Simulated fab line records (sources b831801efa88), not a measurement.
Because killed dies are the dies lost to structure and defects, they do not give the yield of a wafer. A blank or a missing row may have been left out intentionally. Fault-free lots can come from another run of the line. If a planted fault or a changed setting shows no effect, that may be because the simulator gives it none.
Problem report in the 8D (eight disciplines) form, filled by code | flow sky130 | the parts of the form that need people (team, actions taken, sign-off) are left out

== 1. WHAT IS WRONG ==
Wafers free of any fault read 68.67 ohm/sq (standard deviation 0.17) for SD_N_RS at SKY_SD_N_RS_MEAS_16, against a mean of 76.55 ohm/sq on 6 wafers of 2 lots. That is +46 standard deviations from the usual mean.
The step: measures by four-point-probe.
First observed at day 31 04:03: wafer L535.2, on film_metro-03. At this step, 33 wafers from 11 lots have a number in the record. The rule behind "out" and "out of limits": a value lying over 4 standard deviations away from the usual mean. Any other wafer with a number is counted as sound.

== 2. WHAT IT IS; WHAT IT IS NOT ==
question                    | is                     | is not
which readings at this step | SD_N_RS                | -
which lots                  | L535, L538             | L527, L530, L531, L533, L534, L536, L546, L547, L549
which wafers of those lots  | all that have a number | -
read on which gauges        | film_metro-03          | film_metro-01, film_metro-02
when                        | from day 31 04:03      | up to then (15 sound wafers); but 12 sound wafers of L536, L546, L547, L549 came after

== 3. SUSPECTS, AND WHAT RULES EACH OUT ==
Counting: a tool at any process step up to the reading remains a suspect when it ran all the lots that are out and ran no sound lot after the first of those.
- the gauge at SKY_SD_N_RS_MEAS_16 has been ruled out. All the wafers that are out were read on film_metro-03, but those of them that SKY_SD_N_IMPLANT_09 has rows for are out there too, on other tools.
- implanter-03 at SKY_SD_N_IMPLANT_09: kept. It ran every lot that is out, first L535 (day 31 03:19), and no sound lot after that; its last sound lot up to then is L534 (day 31 00:50). Out on those wafers are its own readings of beam_on_s, dose_ions_cm2.
The count leaves implanter-03 at SKY_SD_N_IMPLANT_09.

== 4. THE CAUSE (what the simulator had put in) ==
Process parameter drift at SKY_SD_N_IMPLANT_09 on implanter-03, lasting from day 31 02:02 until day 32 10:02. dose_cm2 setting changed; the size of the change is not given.
After counting, this tool was the only one left.

== 5. THE EFFECT CHAIN, in route order ==
Each row: a reading whose mean over the struck wafers that have a number lies more than 3 standard deviations from the usual. Only readings whose record carries a usual standard deviation are examined. hours: median over the lots of the time between each lot's start at the first step of this table that gives one and its start at this step. sigmas: the change, counted in usual standard deviations.
hours | step                | reading                  | usual        | on struck wafers | change | sigmas
0     | SKY_SD_N_IMPLANT_09 | beam_on_s                | 18.2 s       | 10.1             | -8.1   | -17
0     | SKY_SD_N_IMPLANT_09 | dose_ions_cm2            | 4e+15        | 2e+15            | -2e+15 | -99 or more
0     | SKY_SD_N_STRIP_11   | oes_product_au           | 0.527 a.u.   | 0.559            | +0.032 | +7.8
0     | SKY_SD_N_STRIP_11   | strip_time_to_endpoint_s | 22.54 s      | 20.38            | -2.16  | -50
1     | SKY_SD_N_RS_MEAS_16 | SD_N_RS                  | 68.67 ohm/sq | 76.55            | +7.88  | +46
Here are the process steps it includes:
- SKY_SD_N_IMPLANT_09
- SKY_SD_N_STRIP_11: strips in O2/N2.

== 6. WHAT WOULD HAVE CAUGHT IT SOONER ==
In this record the first reading out of limits at a measuring or inspecting step was taken at day 31 04:03, 2 hours after the fault began at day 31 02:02.
At SKY_SD_N_IMPLANT_09, the tool's own readings (beam_on_s, dose_ions_cm2) were out on each struck wafer the step has a row for, so an alarm limit on them would have fired on the first such wafer.
Among the 2 lots that are out, L538 began SKY_SD_N_IMPLANT_09 on implanter-03 after day 31 04:03. It would have been spared by a hold on the tool at that moment.
